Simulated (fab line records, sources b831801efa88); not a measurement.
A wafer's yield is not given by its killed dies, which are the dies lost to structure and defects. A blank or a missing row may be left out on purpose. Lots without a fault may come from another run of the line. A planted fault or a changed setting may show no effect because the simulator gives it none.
fab line records	flow gf180mcu
record: lots: 13	wafers: 39	last-day: 34
route steps=602 shown STI@24 M1@321 V1@337 M2@377
lots untouched by any fault: they come from a run of this same line in which no faults occurred
start-h: the number of hours between the record's first day and the start of the first shown wafer of the lot	wait-h: time in hours since the lot's previous step	" as in the row above	L1.1+2: several wafers, shown together as one row	- value missing, or start not given	* or withheld: withheld	< > ~ a bound
route shown NAME@n: names a module that has steps shown in the file, with the first one's number in the route	usual: the fault-free wafers' mean and standard deviation	same: alike in all rows	chamber/n: place in a boat	sites: each site's reading	_std_site: their standard deviation	_edge_site: outer sites' mean less inner sites'	radius-mm: for every site, how far away it sits from the centre of the wafer	mask NAME#n: copy n	behind: the most recent tool/chamber to have shaped the wafer	hold: why the lot went on hold/how many hours it stayed there/how the hold came to an end	device: names the non-switching transistor (n, p or np)	end of line: the route-end tests of the same wafers	a step given without rows: its recipe and nothing more	killed: dies that structure and defects cost at the first sort, which is not the same as the wafer's yield	map: per-die view of a wafer (x killed, . not killed, _ where there is no die)
set.NAME: the setting the step ran with; set.NAME@STEP: the setting that earlier step ran with	model.NAME: the simulator's own value behind a step, which no gauge read
route steps across a sampled set of lots; one table per step, one row per wafer
services: when a tool's chamber went out of use (start-h, in hours from the record's first day, below 0 if earlier), for how many hours, and the reason
== steps ==
step: GF_STI_CVD_23
recipe: material: SiO2	target-thk-nm: 650	sigma-open-frac: 0.3	time-s: 108.3	temp-c: 600	sih4-flow-sccm: 60	pressure-mtorr: 6
usual: susceptor-temp-C: 600.01/0.3
lot.wafer	tool	chamber	start-h	wait-h	susceptor-temp-C
L885.1	hdpcvd-02	0	31.80	0.1	599.66
L885.2	"	2	"	"	600.28
L885.3	"	1	"	"	600.08
L886.1	hdpcvd-01	0	38.86	0.1	599.86
L886.3	"	1	"	"	600.06
L886.4	"	1	"	"	599.42
L888.1	hdpcvd-02	2	49.15	0.1	600.04
L888.2	"	1	"	"	599.81
L888.3	"	0	"	"	600.14
L890.4	hdpcvd-02	0	58.22	0.1	599.71
L890.5	"	1	"	"	600.38
L890.6	"	2	"	"	599.47
L892.1	hdpcvd-02	1	68.53	0.1	600.06
L892.4	"	0	"	"	600.46
L892.5	"	2	"	"	600.01
L897.3	hdpcvd-01	0	95.39	0.0	600.12
L897.5	"	0	"	"	600.14
L897.6	"	1	"	"	600.02
L898.3	hdpcvd-01	0	99.75	0.0	600.02
L898.4	"	2	"	"	600.17
L898.5	"	1	"	"	600.05
L899.2	hdpcvd-01	1	108.16	0.0	599.86
L899.3	"	0	"	"	599.90
L899.6	"	2	"	"	600.19
L901.1	hdpcvd-01	1	124.44	0.1	599.57
L901.2	"	0	"	"	600.33
L901.3	"	2	"	"	599.56
L903.2	hdpcvd-01	0	133.99	0.0	600.54
L903.4	"	2	"	"	599.98
L903.5	"	1	"	"	600.32
L905.2	hdpcvd-01	0	149.35	0.0	599.88
L905.3	"	1	"	"	599.62
L905.5	"	2	"	"	599.72
L906.1	hdpcvd-02	1	149.35	0.1	600.19
L906.3	"	0	"	"	600.05
L906.6	"	1	"	"	599.76
L907.1	hdpcvd-02	2	150.48	0.1	599.33
L907.4	"	0	"	"	599.82
L907.6	"	1	"	"	600.24
step: GF_STI_THK_MEAS_24
recipe: reads: SiO2_of_STI_CVD_23
usual: STI_CVD_23_THK: 650/7.3
lot.wafer	tool	chamber	start-h	wait-h	STI_CVD_23_THK[nm]
L885.1	film-metro-03	-	31.88	0.0	657
L885.2	"	-	"	"	654
L885.3	"	-	"	"	659
L886.1	film-metro-01	-	38.93	0.0	653
L886.3	"	-	"	"	657
L886.4	"	-	"	"	656
L888.1	film-metro-01	-	49.22	0.0	655
L888.2	"	-	"	"	652
L888.3	"	-	"	"	673
L890.4	film-metro-01	-	58.28	0.0	1228
L890.5	"	-	"	"	648
L890.6	"	-	"	"	649
L892.1	film-metro-03	-	68.61	0.0	642
L892.4	"	-	"	"	1225
L892.5	"	-	"	"	650
L897.3	film-metro-03	-	95.48	0.1	643
L897.5	"	-	"	"	646
L897.6	"	-	"	"	642
L898.3	film-metro-01	-	99.85	0.1	648
L898.4	"	-	"	"	649
L898.5	"	-	"	"	644
L899.2	film-metro-02	-	108.25	0.0	643
L899.3	"	-	"	"	645
L899.6	"	-	"	"	643
L901.1	film-metro-03	-	124.51	0.0	645
L901.2	"	-	"	"	649
L901.3	"	-	"	"	643
L903.2	film-metro-02	-	134.08	0.0	640
L903.4	"	-	"	"	642
L903.5	"	-	"	"	646
L906.1	film-metro-03	-	149.43	0.0	647
L906.3	"	-	"	"	644
L906.6	"	-	"	"	641
L905.2	film-metro-01	-	149.44	0.0	641
L905.3	"	-	"	"	646
L905.5	"	-	"	"	638
L907.1	film-metro-03	-	150.56	0.0	654
L907.4	"	-	"	"	658
L907.6	"	-	"	"	646
step: GF_STI_CMP_25
recipe: stop-on: Si3N4	t-overpolish-s: 33	down-force-psi: 4	platen-rpm: 60	target-thk-nm: 524.6	pad-velocity-m-s: 0.94248
usual: motor-current-A: 11.6/1.7	slurry-filter-dp-kPa: 13.50/0.13	time-to-endpoint-s: 123/4.3
lot.wafer	tool	chamber	start-h	wait-h	motor-current-A	slurry-filter-dp-kPa	time-to-endpoint-s
L885.1	cmp-01	2	31.94	0.1	13.5	13.49	124
L885.2	"	3	"	"	9.4	13.41	130
L885.3	"	1	"	"	11.6	13.50	125
L886.3	cmp-01	2	39.04	0.1	13.2	13.64	126
L886.4	"	3	"	"	9.8	13.67	132
L886.1	"	0	"	"	9.7	13.49	127
L888.2	cmp-02	1	49.28	0.0	14.2	13.49	120
L888.1	"	2	"	"	13.3	13.51	119
L888.3	"	3	"	"	11.0	13.55	120
L890.4	cmp-01	2	58.46	0.2	12.8	13.40	234
L890.6	"	3	"	"	9.5	13.48	131
L890.5	"	0	"	"	9.6	13.67	123
L892.4	cmp-01	2	68.72	0.1	14.2	13.44	233
L892.1	"	0	"	"	9.4	13.47	120
L892.5	"	2	"	"	13.8	13.66	123
L897.3	cmp-01	0	95.52	0.0	9.3	13.44	119
L897.6	"	0	"	"	9.2	13.58	119
L897.5	"	1	"	"	11.3	13.68	123
L898.3	cmp-01	2	99.99	0.1	13.9	13.34	124
L898.4	"	3	"	"	9.7	13.44	125
L898.5	"	1	"	"	11.6	13.55	122
L899.2	cmp-01	1	108.30	0.0	11.4	13.40	124
L899.3	"	2	"	"	13.1	13.45	123
L899.6	"	1	"	"	11.8	13.58	126
L901.1	cmp-01	3	124.57	0.1	9.7	13.37	125
L901.2	"	1	"	"	11.7	13.58	126
L901.3	"	2	"	"	13.3	13.32	122
L903.2	cmp-02	3	134.18	0.1	11.0	13.51	116
L903.4	"	0	"	"	11.9	13.62	117
L903.5	"	2	"	"	12.7	13.46	126
L905.3	cmp-02	0	149.54	0.1	12.3	13.48	116
L905.2	"	1	"	"	14.4	13.46	120
L905.5	"	0	"	"	12.5	13.48	113
L906.1	cmp-01	2	149.59	0.1	12.9	13.31	120
L906.3	"	3	"	"	9.7	13.62	125
L906.6	"	1	"	"	11.1	13.58	119
L907.4	cmp-02	1	150.72	0.1	14.1	13.39	130
L907.1	"	2	"	"	12.3	13.61	127
L907.6	"	3	"	"	10.7	13.43	124
step: GF_M1_THK_MEAS_06
recipe: thk-meas-gauge: xrf	reads: AlCu_of_M1_SPUTTER_02
usual: M1_ALCU_THK: 446/5.2
lot.wafer	tool	chamber	start-h	wait-h	M1_ALCU_THK[nm]
L885.1	film-metro-01	-	366.49	0.1	440
L885.2	"	-	"	"	441
L885.3	"	-	"	"	440
L886.1	film-metro-01	-	378.32	0.1	435
L886.3	"	-	"	"	444
L886.4	"	-	"	"	439
L888.1	film-metro-04	-	399.62	0.1	451
L888.2	"	-	"	"	456
L888.3	"	-	"	"	448
L890.4	film-metro-04	-	405.55	0.1	454
L890.5	"	-	"	"	454
L890.6	"	-	"	"	453
L892.1	film-metro-01	-	423.98	0.1	447
L892.4	"	-	"	"	447
L892.5	"	-	"	"	453
L897.3	film-metro-01	-	471.92	0.1	446
L897.5	"	-	"	"	444
L897.6	"	-	"	"	443
L898.3	film-metro-01	-	485.34	0.1	441
L898.4	"	-	"	"	437
L898.5	"	-	"	"	435
L899.2	film-metro-04	-	505.03	0.1	437
L899.3	"	-	"	"	439
L899.6	"	-	"	"	439
L901.1	film-metro-04	-	534.52	0.1	444
L901.2	"	-	"	"	443
L901.3	"	-	"	"	441
L903.2	film-metro-02	-	551.82	0.1	444
L903.4	"	-	"	"	443
L903.5	"	-	"	"	446
L906.1	film-metro-01	-	566.70	0.1	441
L906.3	"	-	"	"	447
L906.6	"	-	"	"	440
L907.1	film-metro-01	-	568.00	0.1	450
L907.4	"	-	"	"	447
L907.6	"	-	"	"	445
L905.2	film-metro-04	-	569.27	0.1	440
L905.3	"	-	"	"	441
L905.5	"	-	"	"	448
step: GF_V1_CVD_02
recipe: material: SiO2	target-thk-nm: 850	precursor: TEOS	temp-c: 400	time-s: 94.851	rf-w: 600
usual: heater-power-w: 719/87	susceptor-temp-C: 400.00/0.19
lot.wafer	tool	chamber	start-h	wait-h	heater-power-w	susceptor-temp-C
L885.1	pecvd-03	0	389.51	0.1	901	399.94
L885.2	"	2	"	"	627	399.96
L885.3	"	1	"	"	722	399.88
L886.1	pecvd-03	0	401.55	0.1	895	399.87
L886.3	"	2	"	"	614	399.69
L886.4	"	1	"	"	756	399.89
L888.1	pecvd-03	0	423.72	0.1	769	399.98
L888.2	"	1	"	"	746	399.67
L888.3	"	2	"	"	607	399.73
L890.4	pecvd-03	0	429.50	0.1	715	399.76
L890.5	"	1	"	"	626	399.94
L890.6	"	2	"	"	676	399.98
L892.1	pecvd-02	1	447.17	0.1	784	400.26
L892.4	"	1	"	"	637	399.71
L892.5	"	0	"	"	768	400.21
L897.3	pecvd-03	2	496.43	0.0	599	399.82
L897.5	"	1	"	"	787	400.24
L897.6	"	2	"	"	639	400.04
L898.3	pecvd-04	0	509.93	0.0	650	400.07
L898.4	"	0	"	"	711	400.48
L898.5	"	2	"	"	793	400.19
L899.2	pecvd-02	2	528.99	0.0	712	400.14
L899.3	"	1	"	"	776	400.07
L899.6	"	0	"	"	777	400.24
L901.1	pecvd-04	0	558.11	0.1	684	399.98
L901.2	"	1	"	"	674	400.05
L901.3	"	2	"	"	774	400.36
L903.2	pecvd-02	0	574.77	0.0	827	399.88
L903.4	"	0	"	"	830	399.86
L903.5	"	2	"	"	601	400.01
L906.1	pecvd-03	2	588.74	0.1	643	399.68
L906.3	"	0	"	"	762	400.06
L906.6	"	0	"	"	820	399.96
L907.1	pecvd-03	0	590.39	0.1	789	400.32
L907.4	"	1	"	"	602	399.78
L907.6	"	0	"	"	821	399.98
L905.2	pecvd-02	0	591.38	0.0	758	399.90
L905.3	"	1	"	"	790	399.77
L905.5	"	2	"	"	688	400.00
step: GF_M2_OVL_MEAS_15
usual: M2_OVL: 1/5.8
lot.wafer	tool	chamber	start-h	wait-h	M2_OVL[nm]
L885.1	overlay-02	-	437.69	0.1	3
L885.2	"	-	"	"	1
L885.3	"	-	"	"	-2
L886.1	overlay-02	-	450.93	0.1	4
L886.3	"	-	"	"	3
L886.4	"	-	"	"	-5
L888.1	overlay-01	-	471.55	0.1	1
L888.2	"	-	"	"	-4
L888.3	"	-	"	"	1
L890.4	overlay-01	-	478.87	0.1	6
L890.5	"	-	"	"	0
L890.6	"	-	"	"	2
L892.1	overlay-01	-	496.69	0.1	7
L892.4	"	-	"	"	3
L892.5	"	-	"	"	4
L897.3	overlay-01	-	544.16	0.1	2
L897.5	"	-	"	"	3
L897.6	"	-	"	"	5
L898.3	overlay-02	-	556.94	0.1	7
L898.4	"	-	"	"	-1
L898.5	"	-	"	"	2
L899.2	overlay-02	-	575.91	0.1	-5
L899.3	"	-	"	"	10
L899.6	"	-	"	"	2
L901.1	overlay-02	-	603.68	0.1	6
L901.2	"	-	"	"	5
L901.3	"	-	"	"	7
L903.2	overlay-02	-	619.39	0.1	3
L903.4	"	-	"	"	1
L903.5	"	-	"	"	-1
L906.1	overlay-02	-	633.08	0.1	-5
L906.3	"	-	"	"	0
L906.6	"	-	"	"	2
L907.1	overlay-02	-	634.93	0.1	-4
L907.4	"	-	"	"	9
L907.6	"	-	"	"	5
L905.2	overlay-01	-	635.29	0.1	-4
L905.3	"	-	"	"	-7
L905.5	"	-	"	"	-8
== services ==
tool	chamber	start-h	hours	kind
cmp-01	-	64.23	4.0	pm
hdpcvd-01	-	113.12	2.7	repair
pecvd-03	-	122.44	1.7	repair
cmp-01	-	147.48	0.2	repair
cmp-01	-	181.74	0.4	repair
cmp-01	-	217.82	2.8	repair
pecvd-03	2	227.50	1.8	repair
cmp-01	-	249.52	0.7	repair
cmp-01	-	256.43	1.5	repair
hdpcvd-01	-	257.83	2.9	repair
pecvd-03	-	258.38	0.5	repair
cmp-01	-	263.68	4.9	repair
cmp-01	-	268.18	0.2	repair
cmp-01	-	272.13	0.3	repair
cmp-01	-	295.02	4.2	pm
cmp-01	-	377.08	0.4	repair
pecvd-03	1	397.20	3.3	repair
cmp-01	-	404.23	4.0	pm
pecvd-03	-	405.67	2.8	pm
cmp-01	-	429.59	0.6	repair
cmp-01	-	433.08	6.9	pm
cmp-01	-	439.94	12.1	pm
cmp-01	-	495.25	1.0	repair
cmp-01	-	495.82	0.3	repair
== key ==
first-sign: step: GF_STI_THK_MEAS_24	reading: STI_CVD_23_THK	direction: up	sigmas: 79	usual: 650	struck: 1227
effect: step: GF_STI_CMP_25	reading: time-to-endpoint-s	direction: up	sigmas: 26	usual: *	struck: *
met-at GF_STI_CVD_23
struck-lots L890,L892
struck-wafers L890.4,L892.4
tester-left-out L890,L892
not-acting-at GF_M1_THK_MEAS_06,GF_V1_CVD_02,GF_M2_OVL_MEAS_15
onset-between 49.15 58.22
fault: kind: process-parameter-drift	tool: hdpcvd-02	chamber: 0	onset-h: 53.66	steps: GF_STI_CVD_23	channel: target-thk-nm	offset: 570.23	shape: step	end-h: 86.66	acts-in: these-recipes-only	stated: 650
tester-left-out: of these lots the tester's yield and bins aren't shown, on N5 and GAA mostly nor the transistor test; their killed dies are dies lost to structure and defects alone, not to doping, threshold or leakage, so they don't give the yield
